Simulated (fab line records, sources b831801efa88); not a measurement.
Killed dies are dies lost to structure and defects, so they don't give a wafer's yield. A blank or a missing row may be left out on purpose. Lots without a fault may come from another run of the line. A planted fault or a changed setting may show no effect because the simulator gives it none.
Which tool did it? | flow gf180mcu | 11 lots, 33 wafers sampled, at 5 steps of a route of 602

WHAT THE GAUGES READ, wafer by wafer
GF_M2_CD_MEAS_14: target cd 280 nm.
lot  | measured     | on        | cd_nm (nm)
L973 | day 19 23:29 | cd_sem-02 | 279.7 280.1 278.9
L971 | day 20 02:14 | cd_sem-02 | 280.0 279.5 279.6
L981 | day 22 08:35 | cd_sem-02 | 281.5 284.3 281.8
L983 | day 23 02:20 | cd_sem-02 | 282.0 280.8 280.3
L984 | day 23 06:14 | cd_sem-01 | 281.2 281.4 281.5
L986 | day 24 04:50 | cd_sem-01 | 280.2 279.7 280.1
L988 | day 25 00:29 | cd_sem-02 | 280.8 279.6 279.0
L989 | day 25 04:32 | cd_sem-02 | 279.3 279.1 280.6
L991 | day 25 21:39 | cd_sem-01 | 280.9 280.7 279.6
L992 | day 26 08:19 | cd_sem-01 | 279.8 280.2 280.0
L993 | day 26 12:22 | cd_sem-01 | 280.7 278.7 280.2

WHICH TOOL RAN EACH LOT (tool, then ch and the chambers of the sampled wafers, then the start)
lot  | GF_V1_SPUTTER_21             | GF_M2_SPUTTER_00             | GF_M2_SPUTTER_02             | GF_M2_COAT_09
L973 | pvd_sputter-01, day 18 21:15 | pvd_sputter-03, day 18 21:56 | pvd_sputter-03, day 18 22:04 | litho_track-03 ch 0, day 19 09:44
L971 | pvd_sputter-02, day 19 00:03 | pvd_sputter-02, day 19 00:44 | pvd_sputter-02, day 19 00:53 | litho_track-02 ch 0, day 19 13:32
L981 | pvd_sputter-04, day 21 09:55 | pvd_sputter-02, day 21 10:36 | pvd_sputter-02, day 21 10:44 | litho_track-02 ch 0, day 21 21:44
L983 | pvd_sputter-04, day 22 03:18 | pvd_sputter-03, day 22 03:59 | pvd_sputter-03, day 22 04:07 | litho_track-03 ch 0, day 22 14:59
L984 | pvd_sputter-04, day 22 06:42 | pvd_sputter-04, day 22 07:23 | pvd_sputter-04, day 22 07:31 | litho_track-03 ch 0, day 22 19:08
L986 | pvd_sputter-01, day 23 05:21 | pvd_sputter-03, day 23 06:02 | pvd_sputter-03, day 23 06:10 | litho_track-03 ch 0, day 23 17:32
L988 | pvd_sputter-02, day 24 00:48 | pvd_sputter-04, day 24 01:30 | pvd_sputter-04, day 24 01:38 | litho_track-04 ch 0, day 24 12:23
L989 | pvd_sputter-02, day 24 05:49 | pvd_sputter-04, day 24 06:30 | pvd_sputter-04, day 24 06:38 | litho_track-02 ch 0, day 24 17:44
L991 | pvd_sputter-02, day 24 22:55 | pvd_sputter-02, day 24 23:36 | pvd_sputter-02, day 24 23:44 | litho_track-02 ch 0, day 25 09:54
L992 | pvd_sputter-02, day 25 09:15 | pvd_sputter-04, day 25 09:56 | pvd_sputter-04, day 25 10:05 | litho_track-02 ch 0, day 25 21:41
L993 | pvd_sputter-01, day 25 14:00 | pvd_sputter-04, day 25 14:41 | pvd_sputter-04, day 25 14:49 | litho_track-04 ch 0, day 26 01:41
- GF_V1_SPUTTER_21: material Ti, target thk 15 nm, time 80.02 s.
- GF_M2_SPUTTER_00: material Ti, target thk 37.5 nm, time 150 s.
- GF_M2_SPUTTER_02: material AlCu, target thk 450 nm, time 23.9 s.
- GF_M2_COAT_09: resist thk 1000 nm.

WHAT THE TOOLS THEMSELVES READ (means of the sampled wafers that have a number; where no wafer has one, the mark that the record gives instead)
GF_V1_SPUTTER_21.
lot  | tool           | throttle_valve_pct (%)
L973 | pvd_sputter-01 | 31.6
L971 | pvd_sputter-02 | 29.9
L981 | pvd_sputter-04 | 31.2
L983 | pvd_sputter-04 | 30.5
L984 | pvd_sputter-04 | 29.5
L986 | pvd_sputter-01 | 31.5
L988 | pvd_sputter-02 | 29.5
L989 | pvd_sputter-02 | 30.0
L991 | pvd_sputter-02 | 30.0
L992 | pvd_sputter-02 | 29.7
L993 | pvd_sputter-01 | 31.2

GF_M2_SPUTTER_00.
lot  | tool           | throttle_valve_pct (%)
L973 | pvd_sputter-03 | 31.2
L971 | pvd_sputter-02 | 29.4
L981 | pvd_sputter-02 | 29.9
L983 | pvd_sputter-03 | 30.6
L984 | pvd_sputter-04 | 30.7
L986 | pvd_sputter-03 | 30.6
L988 | pvd_sputter-04 | 31.2
L989 | pvd_sputter-04 | 30.0
L991 | pvd_sputter-02 | 29.7
L992 | pvd_sputter-04 | 29.6
L993 | pvd_sputter-04 | 31.2

GF_M2_SPUTTER_02.
lot  | tool           | throttle_valve_pct (%)
L973 | pvd_sputter-03 | 31.1
L971 | pvd_sputter-02 | 29.5
L981 | pvd_sputter-02 | 29.8
L983 | pvd_sputter-03 | 30.6
L984 | pvd_sputter-04 | 30.6
L986 | pvd_sputter-03 | 30.5
L988 | pvd_sputter-04 | 31.3
L989 | pvd_sputter-04 | 30.0
L991 | pvd_sputter-02 | 29.8
L992 | pvd_sputter-04 | 29.4
L993 | pvd_sputter-04 | 31.1

THE ANSWER, worked out from the rows above alone
Rule: what is usual is taken from the lots themselves. Put in order of their means at a reading, lots are off if they are a third of the lots or fewer, leave a main group of 4 or more, and stand apart from it by a gap of 3 or more times the standard deviation of the main group's means; of several such gaps the widest counts. A main group whose means are all the same, to the digits that the tables above print for the reading, isn't used. A lot without any number at a reading at which 4 lots or more have one is off too. The other lots that the step has rows for count as sound. The gauges are gone through in route order, then the tools' own readings, and for those a lot's mean is taken as printed above. The first step at which some lot is off is used, and at that step the reading that is off furthest; a lot without a number counts as furthest.
No lot is off at any reading shown: from this, nothing can be told.

WHAT THE SIMULATOR HAD PUT IN
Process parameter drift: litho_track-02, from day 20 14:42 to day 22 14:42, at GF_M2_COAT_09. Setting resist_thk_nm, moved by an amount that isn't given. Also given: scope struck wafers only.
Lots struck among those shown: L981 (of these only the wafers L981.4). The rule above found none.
